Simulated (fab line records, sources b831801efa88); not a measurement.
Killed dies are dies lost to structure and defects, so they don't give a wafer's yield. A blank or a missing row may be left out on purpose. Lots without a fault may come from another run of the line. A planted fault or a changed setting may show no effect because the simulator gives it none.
Which tool did it? | flow gf180mcu | 13 lots, 39 wafers sampled, at 4 steps of a route of 602

WHAT THE GAUGES READ, wafer by wafer
GF_V4_RS_MEAS_24: measures by four-point-probe.
lot  | measured     | on            | V4_W_RS (ohm/sq)
L522 | day 24 06:21 | film_metro-02 | 0.332 0.327 0.330
L524 | day 25 02:10 | film_metro-04 | 0.334 0.333 0.328
L525 | day 25 03:27 | film_metro-04 | 0.326 0.320 0.326
L526 | day 25 20:44 | film_metro-02 | 0.332 0.331 0.333
L527 | day 26 02:10 | film_metro-04 | 0.330 0.324 0.323
L528 | day 26 12:06 | film_metro-04 | 0.328 0.332 0.330
L529 | day 27 04:21 | film_metro-04 | 0.327 0.330 0.327
L530 | day 27 06:15 | film_metro-04 | 0.331 0.329 0.329
L533 | day 28 03:58 | film_metro-02 | 0.327 0.331 0.325
L534 | day 28 12:11 | film_metro-01 | 0.334 0.334 0.335
L539 | day 29 17:15 | film_metro-01 | 0.328 0.328 0.329
L542 | day 30 15:04 | film_metro-02 | 0.325 0.326 0.324
L545 | day 31 06:10 | film_metro-02 | 0.321 0.322 0.328

GF_TOP_METAL_THK_MEAS_06: measures by xrf.
lot  | measured     | on            | TOP_METAL_ALCU_THK (nm)
L522 | day 27 03:14 | film_metro-04 | 921 921 930
L524 | day 27 20:55 | film_metro-03 | 925 919 908
L525 | day 27 22:13 | film_metro-04 | 908 927 914
L526 | day 28 15:02 | film_metro-03 | 913 907 908
L527 | day 28 19:10 | film_metro-02 | 919 922 932
L528 | day 29 08:00 | film_metro-03 | 920 909 915
L529 | day 29 17:19 | film_metro-02 | 907 902 894
L530 | day 29 21:05 | film_metro-04 | 925 924 922
L533 | day 30 16:17 | film_metro-02 | 920 912 908
L534 | day 31 01:14 | film_metro-03 | 909 906 913
L539 | day 32 02:46 | film_metro-03 | 886 898 892
L542 | day 32 22:01 | film_metro-03 | 922 928 926
L545 | day 33 12:06 | film_metro-03 | 907 918 912

WHICH TOOL RAN EACH LOT (tool, then ch and the chambers of the sampled wafers, then the start)
lot  | GF_STI_ETCH_14                  | GF_V4_CMP_26
L522 | rie_si-01 ch 1,2,3, day 2 02:41 | cmp-01 ch 0,1,3, day 24 06:32
L524 | rie_si-01 ch 1,2,3, day 2 11:48 | cmp-02 ch 1,2,3, day 25 02:20
L525 | rie_si-01 ch 0,2,3, day 2 16:44 | cmp-02 ch 1,2,3, day 25 03:38
L526 | rie_si-01 ch 0,1, day 2 23:29   | cmp-01 ch 0,2, day 25 20:58
L527 | rie_si-01 ch 0,2,3, day 3 03:44 | cmp-01 ch 0,1,3, day 26 02:20
L528 | rie_si-02 ch 1,2,3, day 3 07:38 | cmp-02 ch 1,2,3, day 26 12:26
L529 | rie_si-02 ch 2,3, day 3 13:44   | cmp-02 ch 1,2, day 27 04:31
L530 | rie_si-02 ch 0,3, day 3 18:48   | cmp-02 ch 0,1,2, day 27 06:33
L533 | rie_si-01 ch 0,3, day 4 12:23   | cmp-02 ch 1,2,3, day 28 04:32
L534 | rie_si-02 ch 0,1,2, day 4 16:11 | cmp-02 ch 1,2,3, day 28 13:47
L539 | rie_si-01 ch 0,1,2, day 5 17:03 | cmp-02 ch 1,2, day 29 17:34
L542 | rie_si-01 ch 0,2,3, day 6 10:41 | cmp-02 ch 0,2,3, day 30 15:15
L545 | rie_si-01 ch 2,3, day 6 23:50   | cmp-02 ch 0,3, day 31 06:23
- GF_STI_ETCH_14: etches Si in HBr/Cl2/O2, target depth 360 nm, time 102.9 s.
- GF_V4_CMP_26: polishes, stops on SiO2, t overpolish 15 s, target thk 0 nm.

WHAT THE TOOLS THEMSELVES READ (means of the sampled wafers that have a number; where no wafer has one, the mark that the record gives instead)
GF_STI_ETCH_14.
lot  | tool      | bias_w (W) | drypump_motor_current_A (A) | oes_product_au (a.u.) | throttle_valve_pct (%)
L522 | rie_si-01 | 149.9      | 5.3                         | 1.003                 | 25.657
L524 | rie_si-01 | 149.8      | 5.3                         | 1.002                 | 25.656
L525 | rie_si-01 | 150.1      | 5.5                         | 1.005                 | 25.649
L526 | rie_si-01 | 150.3      | 5.5                         | 1.010                 | 25.651
L527 | rie_si-01 | 149.8      | 5.5                         | 1.005                 | 25.653
L528 | rie_si-02 | 150.0      | 5.4                         | 1.001                 | 25.664
L529 | rie_si-02 | 150.1      | 5.3                         | 1.016                 | 25.654
L530 | rie_si-02 | 150.3      | 4.9                         | 1.006                 | 25.652
L533 | rie_si-01 | 149.9      | 5.7                         | 1.009                 | 25.658
L534 | rie_si-02 | 149.8      | 5.2                         | 1.009                 | 25.658
L539 | rie_si-01 | 150.0      | 5.3                         | 1.006                 | 25.649
L542 | rie_si-01 | 149.8      | 5.5                         | 1.001                 | 25.652
L545 | rie_si-01 | 149.6      | 5.4                         | 0.991                 | 25.648

GF_V4_CMP_26.
lot  | tool   | edge_zone_pressure_frac | motor_current_A (A) | overpolish_run_s (s) | retaining_ring_pressure_frac | slurry_flow_ml_min | time_to_endpoint_s (s)
L522 | cmp-01 | 1.003                   | 11.1                | 15.002               | 1.001                        | 149.8              | 82
L524 | cmp-02 | 0.996                   | 12.2                | 15.005               | 0.999                        | 150.2              | 83
L525 | cmp-02 | 1.002                   | 12.0                | 15.000               | 1.003                        | 150.0              | 85
L526 | cmp-01 | 0.994                   | 12.1                | 14.993               | 1.003                        | 150.8              | 80
L527 | cmp-01 | 1.001                   | 10.9                | 15.000               | 0.998                        | 150.0              | 82
L528 | cmp-02 | 1.000                   | 12.2                | 15.000               | 1.001                        | 150.2              | 82
L529 | cmp-02 | 1.000                   | 12.8                | 15.004               | 0.998                        | 149.3              | 87
L530 | cmp-02 | 0.997                   | 12.0                | 15.002               | 1.000                        | 150.2              | 85
L533 | cmp-02 | 0.999                   | 12.3                | 15.004               | 0.997                        | 150.2              | 87
L534 | cmp-02 | 0.996                   | 12.3                | 15.005               | 0.997                        | 150.2              | 83
L539 | cmp-02 | 1.002                   | 12.7                | 15.005               | 1.002                        | 150.4              | 91
L542 | cmp-02 | 0.998                   | 11.7                | 14.998               | 0.997                        | 150.0              | 89
L545 | cmp-02 | 1.001                   | 11.0                | 15.004               | 0.997                        | 150.4              | 91

THE ANSWER, worked out from the rows above alone
Rule: what is usual is taken from the lots themselves. Put in order of their means at a reading, lots are off if they are a third of the lots or fewer, leave a main group of 4 or more, and stand apart from it by a gap of 3 or more times the standard deviation of the main group's means; of several such gaps the widest counts. A main group whose means are all the same, to the digits that the tables above print for the reading, isn't used. A lot without any number at a reading at which 4 lots or more have one is off too. The other lots that the step has rows for count as sound. The gauges are gone through in route order, then the tools' own readings, and for those a lot's mean is taken as printed above. The first step at which some lot is off is used, and at that step the reading that is off furthest; a lot without a number counts as furthest.
No lot is off at any reading shown: from this, nothing can be told.

WHAT THE SIMULATOR HAD PUT IN
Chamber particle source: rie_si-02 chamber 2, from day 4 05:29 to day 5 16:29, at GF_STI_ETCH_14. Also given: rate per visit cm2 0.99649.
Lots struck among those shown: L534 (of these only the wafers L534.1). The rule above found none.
